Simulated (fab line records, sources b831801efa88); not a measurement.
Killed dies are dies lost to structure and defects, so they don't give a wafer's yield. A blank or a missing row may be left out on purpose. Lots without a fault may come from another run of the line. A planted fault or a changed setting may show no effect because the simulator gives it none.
Which tool did it? | flow gf180mcu | 6 lots, 18 wafers sampled, at 4 steps of a route of 602

WHAT THE GAUGES READ, wafer by wafer
GF_V1_OVL_MEAS_15.
lot  | measured     | on         | V1_OVL (nm)
L412 | day 18 11:50 | overlay-02 | 3 10 4
L414 | day 19 08:11 | overlay-02 | 3 9 7
L416 | day 20 02:22 | overlay-02 | 6 6 4
L425 | day 23 05:44 | overlay-02 | 37 45 40
L426 | day 24 02:23 | overlay-01 | 3 0 4
L430 | day 25 03:07 | overlay-02 | -10 -1 0

WHICH TOOL RAN EACH LOT (tool, then ch and the chambers of the sampled wafers, then the start)
lot  | GF_M1_SPUTTER_01             | GF_M1_METAL_ETCH_16               | GF_V1_EXPOSE_11
L412 | pvd_sputter-03, day 16 11:02 | rie_metal-04 ch 0,1, day 17 10:18 | krf_scanner-02 ch 0, day 18 00:10
L414 | pvd_sputter-03, day 17 07:10 | rie_metal-04 ch 0,1, day 18 06:25 | krf_scanner-02 ch 0, day 18 19:44
L416 | pvd_sputter-02, day 18 01:04 | rie_metal-02 ch 0, day 19 00:48   | krf_scanner-02 ch 0, day 19 14:27
L425 | pvd_sputter-01, day 21 06:13 | rie_metal-02 ch 0,1, day 22 05:43 | krf_scanner-01 ch 0, day 22 19:12
L426 | pvd_sputter-01, day 21 22:04 | rie_metal-03 ch 0,1, day 22 21:43 | krf_scanner-02 ch 0, day 23 14:25
L430 | pvd_sputter-03, day 23 05:04 | rie_metal-03 ch 0,1, day 24 04:03 | krf_scanner-02 ch 0, day 24 15:49
- GF_M1_SPUTTER_01: material TiN, target thk 30 nm, time 25 s.
- GF_M1_METAL_ETCH_16: etches the open film in Cl2/BCl3, stops on SiO2, target depth 750.8 nm, time 125.1 s.
- GF_V1_EXPOSE_11: exposes mask Via1, target cd 260 nm.

THE ANSWER, worked out from the rows above alone
Rule: what is usual is taken from the lots themselves. Put in order of their means at a reading, lots are off if they are a third of the lots or fewer, leave a main group of 4 or more, and stand apart from it by a gap of 3 or more times the standard deviation of the main group's means; of several such gaps the widest counts. A main group whose means are all the same, to the digits that the tables above print for the reading, isn't used. A lot without any number at a reading at which 4 lots or more have one is off too. The other lots that the step has rows for count as sound.
Off: L425, at GF_V1_OVL_MEAS_15 (V1_OVL). The main group: mean 3 nm, standard deviation 3.7.
A tool fits if, at a process step before that reading, it ran every lot that is off, and no sound lot after the first of them. The gauges at GF_V1_OVL_MEAS_15 are tried like those tools. Can't be told from this: 2 tools fit, rie_metal-02 at GF_M1_METAL_ETCH_16, krf_scanner-01 at GF_V1_EXPOSE_11.

WHAT THE SIMULATOR HAD PUT IN
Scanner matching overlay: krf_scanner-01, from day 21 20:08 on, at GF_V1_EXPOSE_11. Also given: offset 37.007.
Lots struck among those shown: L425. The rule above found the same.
